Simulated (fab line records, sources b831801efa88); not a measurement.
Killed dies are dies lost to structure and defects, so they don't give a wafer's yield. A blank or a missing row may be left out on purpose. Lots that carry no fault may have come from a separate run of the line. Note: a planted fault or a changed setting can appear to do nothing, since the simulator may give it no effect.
Which tool is to blame? | flow gf180mcu | 14 lots with 42 wafers sampled at 4 steps, on a route of 602 steps

## WHAT THE GAUGES READ, wafer by wafer
GF_SALICIDE_RS_MEAS_04: the measuring method here is four-point-probe. Usual: SALICIDE_TIN_RS gives 16.48 ohm/sq (standard deviation 0.27).
lot  | measured     | on            | SALICIDE_TIN_RS (ohm/sq) | flag
L469 | day 15 08:46 | film metro-03 | 16.43 16.72 16.51        |
L471 | day 16 03:19 | film metro-03 | 15.84 16.50 16.26        |
L472 | day 16 10:48 | film metro-02 | 16.53 16.69 16.37        |
L473 | day 17 14:28 | film metro-02 | 16.73 16.80 16.71        |
L474 | day 17 15:17 | film metro-02 | 16.76 16.51 16.72        |
L476 | day 17 23:43 | film metro-03 | 16.64 16.76 16.68        |
L481 | day 20 03:55 | film metro-04 | 15.93 16.21 16.24        |
L482 | day 20 13:04 | film metro-03 | 16.65 16.76 16.47        |
L483 | day 21 02:56 | film metro-02 | 16.39 16.75 16.48        |
L484 | day 21 08:57 | film metro-03 | 16.96 16.65 16.13        |
L485 | day 21 15:30 | film metro-04 | 16.69 16.68 16.35        |
L486 | day 21 21:36 | film metro-04 | 16.44 15.83 16.63        |
L490 | day 23 02:41 | film metro-02 | 16.48 16.68 16.31        |
L491 | day 23 09:46 | film metro-04 | 16.62 16.00 16.59        |

GF_CONTACT_THK_MEAS_03. Usual: CONTACT_CVD_02_THK gives 863 nm (standard deviation 12).
lot  | measured     | on            | CONTACT_CVD_02_THK (nm) | flag
L469 | day 15 09:25 | film metro-02 | 858 869 881             |
L471 | day 16 03:58 | film metro-03 | 859 849 877             |
L472 | day 16 11:27 | film metro-03 | 850 868 848             |
L473 | day 17 15:19 | film metro-01 | 855 858 857             |
L474 | day 17 16:01 | film metro-02 | 854 870 858             |
L476 | day 18 00:22 | film metro-01 | 858 862 872             |
L481 | day 20 04:33 | film metro-01 | 841 858 875             |
L482 | day 20 13:44 | film metro-02 | 863 859 871             |
L483 | day 21 03:36 | film metro-02 | 878 872 864             |
L484 | day 21 09:41 | film metro-02 | 845 862 874             |
L485 | day 21 16:09 | film metro-03 | 846 855 856             |
L486 | day 21 22:13 | film metro-01 | 851 864 860             |
L490 | day 23 03:38 | film metro-03 | 856 851 846             |
L491 | day 23 10:43 | film metro-02 | 866 882 877             |

## WHICH TOOL RAN EACH LOT (tool, then ch and the chambers of the sampled wafers, then the start)
lot  | GF_PSD_STRIP_10                      | GF_SALICIDE_RTA_06
L469 | plasma asher-02 ch 0, day 14 10:26   | rtp anneal-02 ch 0, day 15 08:57
L471 | plasma asher-04 ch 0,1, day 15 05:00 | rtp anneal-02 ch 0, day 16 03:30
L472 | plasma asher-01 ch 0,1, day 15 12:13 | rtp anneal-01 ch 0, day 16 10:59
L473 | plasma asher-04 ch 0,1, day 16 14:59 | rtp anneal-02 ch 0, day 17 14:41
L474 | plasma asher-02 ch 0,1, day 16 15:47 | rtp anneal-02 ch 0, day 17 15:29
L476 | plasma asher-04 ch 0, day 16 23:55   | rtp anneal-02 ch 0, day 17 23:53
L481 | plasma asher-04 ch 1, day 19 03:04   | rtp anneal-01 ch 0, day 20 04:05
L482 | plasma asher-01 ch 0,1, day 19 11:48 | rtp anneal-02 ch 0, day 20 13:14
L483 | plasma asher-02 ch 0,1, day 20 02:24 | rtp anneal-02 ch 0, day 21 03:07
L484 | plasma asher-01 ch 0,1, day 20 08:15 | rtp anneal-01 ch 0, day 21 09:08
L485 | plasma asher-04 ch 0,1, day 20 14:40 | rtp anneal-01 ch 0, day 21 15:41
L486 | plasma asher-02 ch 0,1, day 20 20:57 | rtp anneal-01 ch 0, day 21 21:46
L490 | plasma asher-04 ch 0,1, day 22 02:37 | rtp anneal-02 ch 0, day 23 02:52
L491 | plasma asher-04 ch 0,1, day 22 10:25 | rtp anneal-02 ch 0, day 23 09:56
- GF_PSD_STRIP_10: strips in O2/N2.
- GF_SALICIDE_RTA_06: time 30 s.

## WHAT THE TOOLS THEMSELVES READ (means of the sampled wafers that have a number; where no wafer has one, the mark that the record gives instead)
GF_PSD_STRIP_10. Usual: drypump motor current A 5.5 A, standard deviation 0.31; heater power w 331 W, standard deviation 15; o2 flow sccm 3000 sccm, standard deviation 13; oes product au 0.591 a.u., standard deviation 0.0045; strip time to endpoint s 16.54 s, standard deviation 0.037.
lot  | tool            | drypump motor current A (A) | heater power w (W) | o2 flow sccm (sccm) | oes product au (a.u.) | strip time to endpoint s (s) | flag
L469 | plasma asher-02 | 5.9                         | 349                | 2999                | 0.593                 | 16.54                        |
L471 | plasma asher-04 | 5.4                         | 328                | 2992                | 0.594                 | 16.53                        |
L472 | plasma asher-01 | 5.5                         | 320                | 3008                | 0.587                 | 16.47                        |
L473 | plasma asher-04 | 5.4                         | 332                | 2408                | 0.585                 | 16.80                        | OFF
L474 | plasma asher-02 | 5.6                         | 351                | 3002                | 0.597                 | 16.58                        |
L476 | plasma asher-04 | 5.4                         | 313                | 2389                | 0.588                 | 16.80                        | OFF
L481 | plasma asher-04 | 5.4                         | 334                | 3003                | 0.595                 | 16.47                        |
L482 | plasma asher-01 | 5.4                         | 319                | 2998                | 0.593                 | 16.53                        |
L483 | plasma asher-02 | 5.4                         | 342                | 2998                | 0.588                 | 16.56                        |
L484 | plasma asher-01 | 5.5                         | 317                | 3006                | 0.590                 | 16.51                        |
L485 | plasma asher-04 | 5.4                         | 331                | 3002                | 0.593                 | 16.59                        |
L486 | plasma asher-02 | 5.4                         | 342                | 2997                | 0.591                 | 16.56                        |
L490 | plasma asher-04 | 5.4                         | 324                | 2994                | 0.590                 | 16.58                        |
L491 | plasma asher-04 | 5.4                         | 323                | 2995                | 0.594                 | 16.49                        |

GF_SALICIDE_RTA_06. Usual: lamp power pct 6.47 %, standard deviation 0.096; wafer_temp_C_max 532.4, standard deviation 0.66.
lot  | tool          | lamp power pct (%) | wafer_temp_C_max | flag
L469 | rtp anneal-02 | 6.39               | 532.9            |
L471 | rtp anneal-02 | 6.39               | 532.7            |
L472 | rtp anneal-01 | 6.57               | 532.3            |
L473 | rtp anneal-02 | 6.39               | 532.6            |
L474 | rtp anneal-02 | 6.39               | 532.8            |
L476 | rtp anneal-02 | 6.39               | 532.1            |
L481 | rtp anneal-01 | 6.59               | 531.8            |
L482 | rtp anneal-02 | 6.39               | 532.0            |
L483 | rtp anneal-02 | 6.39               | 532.5            |
L484 | rtp anneal-01 | 6.58               | 532.1            |
L485 | rtp anneal-01 | 6.59               | 531.4            |
L486 | rtp anneal-01 | 6.58               | 532.1            |
L490 | rtp anneal-02 | 6.39               | 532.4            |
L491 | rtp anneal-02 | 6.40               | 532.1            |

## THE ANSWER, worked out from the rows above alone
Rule: lot off if the mean of its wafers having a number is beyond 3 standard deviations from the usual mean. Also off: a lot with no number at a reading for which 4 or more lots have one. The other lots that the step has rows for count as sound. First the gauges in route order, then the tools' own readings, where a lot's mean is used as printed above. The first step at which some lot is off is used, and at that step the reading that is off furthest; a lot without a number counts as furthest.
Off, at GF_PSD_STRIP_10 on o2 flow sccm: L473, L476.
A tool fits if, at that step or a process step before it, it ran every lot that is off, and no sound lot after the first of them. None of those tried fits.

## WHAT THE SIMULATOR HAD INSERTED
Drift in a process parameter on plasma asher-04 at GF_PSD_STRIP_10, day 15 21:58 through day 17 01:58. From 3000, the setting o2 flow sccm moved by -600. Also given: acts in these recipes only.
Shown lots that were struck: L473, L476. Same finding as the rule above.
